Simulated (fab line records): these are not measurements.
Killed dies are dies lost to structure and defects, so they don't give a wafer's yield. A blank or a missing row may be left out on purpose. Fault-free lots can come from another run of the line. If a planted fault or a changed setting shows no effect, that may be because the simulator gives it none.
Matching of chambers :: flow gf180mcu :: 3 sister chambers for GF_V2_CVD_02 on pecvd-01
The step deposits SiO2 from TEOS, target thk 850 nm, time 94.851 s. 3 wafers are shown with their chamber, then 10 later ones without.

## WAFERS, EACH WITH ITS CHAMBER
wafer: L086.5
chamber: 2
heater-power-w (W): 600

wafer: L089.1
chamber: 1
heater-power-w (W): 833

wafer: L089.2
chamber: 0
heater-power-w (W): 765

## WAFERS WHOSE CHAMBER IS MISSING
wafer: L089.3
heater-power-w (W): 529

wafer: L089.4
heater-power-w (W): 567

wafer: L089.5
heater-power-w (W): 798

wafer: L089.6
heater-power-w (W): 906

wafer: L093.1
heater-power-w (W): 834

wafer: L093.3
heater-power-w (W): 834

wafer: L093.5
heater-power-w (W): 906

wafer: L097.2
heater-power-w (W): 772

wafer: L097.4
heater-power-w (W): 599

wafer: L097.6
heater-power-w (W): 920

## THE CHAMBER EACH PASSED THROUGH
wafer: L089.3
from the rows above: 2
in truth: 2

wafer: L089.4
from the rows above: 2
in truth: 2

wafer: L089.5
from the rows above: can't be placed: 0 or 1
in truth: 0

wafer: L089.6
from the rows above: can't be placed: 1 or 0
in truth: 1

wafer: L093.1
from the rows above: can't be placed: 1 or 0
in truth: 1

wafer: L093.3
from the rows above: can't be placed: 1 or 0
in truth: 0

wafer: L093.5
from the rows above: can't be placed: 1 or 0
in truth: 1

wafer: L097.2
from the rows above: can't be placed: 0 or 1
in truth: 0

wafer: L097.4
from the rows above: 2
in truth: 2

wafer: L097.6
from the rows above: can't be placed: 1 or 0
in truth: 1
3 of 10 placed correctly. From these rows, 7 cannot be placed; in 7 the true chamber is one of the candidates. Number placed wrongly: 0.
How it was worked out, from the rows above alone: a wafer's distance from a chamber is the root of the sum, over the readings, of the square of ((its reading less the chamber's mean) divided by the reading's scatter). If the next closest chamber is less than 2 further off than the closest, the wafer can't be placed; otherwise it belongs to the closest. The mean given for a chamber averages the wafers shown for that chamber. The scatter (one wafer shown for each chamber): square how far every hidden wafer sits from the nearest shown wafer, average those squares and take the square root.
